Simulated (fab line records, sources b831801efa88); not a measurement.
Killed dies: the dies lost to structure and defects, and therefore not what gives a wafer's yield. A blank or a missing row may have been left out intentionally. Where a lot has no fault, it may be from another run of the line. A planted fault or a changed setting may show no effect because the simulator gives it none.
Which tool is to blame? + flow sky130 + 11 lots with 33 wafers sampled at 3 steps, on a route of 708 steps

WHAT EACH GAUGE READ, for each wafer
SKY_VIA4_RS_MEAS_19: measurement is done with a four-point probe.
| lot  | measured     | on            | VIA4_W_RS (ohm/sq)   |
|------|--------------|---------------|----------------------|
| L638 | day 42 20:32 | film-metro-01 | 0.2294 0.2240 0.2256 |
| L639 | day 43 05:33 | film-metro-03 | 0.2259 0.2284 0.2275 |
| L640 | day 43 08:18 | film-metro-03 | 0.2311 0.2250 0.2284 |
| L643 | day 44 06:36 | film-metro-03 | 0.2227 0.2218 0.2234 |
| L646 | day 45 00:50 | film-metro-01 | 0.2226 0.2266 0.2278 |
| L653 | day 47 00:42 | film-metro-04 | 0.2255 0.2254 0.2246 |
| L654 | day 47 09:50 | film-metro-04 | 0.2249 0.2228 0.2263 |
| L656 | day 47 13:37 | film-metro-03 | 0.2219 0.2221 0.2222 |
| L658 | day 48 03:31 | film-metro-03 | 0.2300 0.2282 0.2284 |
| L661 | day 48 18:46 | film-metro-03 | 0.2274 0.2299 0.2251 |
| L659 | day 48 20:13 | film-metro-03 | 0.2276 0.2251 0.2247 |

WHAT TOOL EACH LOT RAN ON (gives the tool, then ch and the chambers of the sampled wafers, and finally the start)
| lot  | SKY_VIA1_ETCH_14                   | SKY_METAL4_ETCH_16                |
|------|------------------------------------|-----------------------------------|
| L638 | rie-diel-03 ch 1,2,3, day 33 23:35 | rie-metal-03 ch 0,1, day 41 19:43 |
| L639 | rie-diel-01 ch 1,2,3, day 34 07:29 | rie-metal-01 ch 0,1, day 42 04:00 |
| L640 | rie-diel-01 ch 0,1,2, day 34 10:34 | rie-metal-02 ch 0,1, day 42 06:32 |
| L643 | rie-diel-04 ch 0,2,3, day 35 12:41 | rie-metal-02 ch 0,1, day 43 05:30 |
| L646 | rie-diel-03 ch 0,2,3, day 36 09:08 | rie-metal-02 ch 0,1, day 44 00:12 |
| L653 | rie-diel-04 ch 1,2,3, day 38 21:34 | rie-metal-02 ch 0,1, day 46 02:06 |
| L654 | rie-diel-04 ch 1,3, day 39 10:01   | rie-metal-03 ch 0,1, day 46 11:13 |
| L656 | rie-diel-03 ch 1,2, day 39 17:29   | rie-metal-02 ch 0,1, day 46 15:33 |
| L658 | rie-diel-01 ch 0,2, day 40 08:13   | rie-metal-02 ch 0,1, day 47 05:43 |
| L661 | rie-diel-04 ch 2,3, day 41 03:56   | rie-metal-02 ch 0,1, day 47 21:48 |
| L659 | rie-diel-03 ch 1,3, day 41 06:05   | rie-metal-02 ch 0,1, day 47 23:40 |
- SKY_VIA1_ETCH_14: etches BARC in N2/H2, stops on SiO2, time 45.9 s, target depth 60 nm.
- SKY_METAL4_ETCH_16: etches BARC in N2/H2, stops on SiO2, time 88.2 s, target depth 60 nm.

THE ANSWER, worked out from the rows above alone
Rule: what is usual is taken from the lots themselves. The widest of any qualifying gaps counts: lots, ordered by their means at a reading, are off when they make up no more than a third of the lots, leave a main group of 4 or more, and stand apart from it by 3 or more times the standard deviation of that group's means. The tables above print the reading to a certain number of digits; a main group whose means all agree to those digits is not used. A lot without any number at a reading at which 4 lots or more have one is off too. Where the step has rows for the other lots, those lots are counted as sound.
No lot is off at any reading shown: from this, nothing can be told.

WHAT THE SIMULATOR HAD INSERTED
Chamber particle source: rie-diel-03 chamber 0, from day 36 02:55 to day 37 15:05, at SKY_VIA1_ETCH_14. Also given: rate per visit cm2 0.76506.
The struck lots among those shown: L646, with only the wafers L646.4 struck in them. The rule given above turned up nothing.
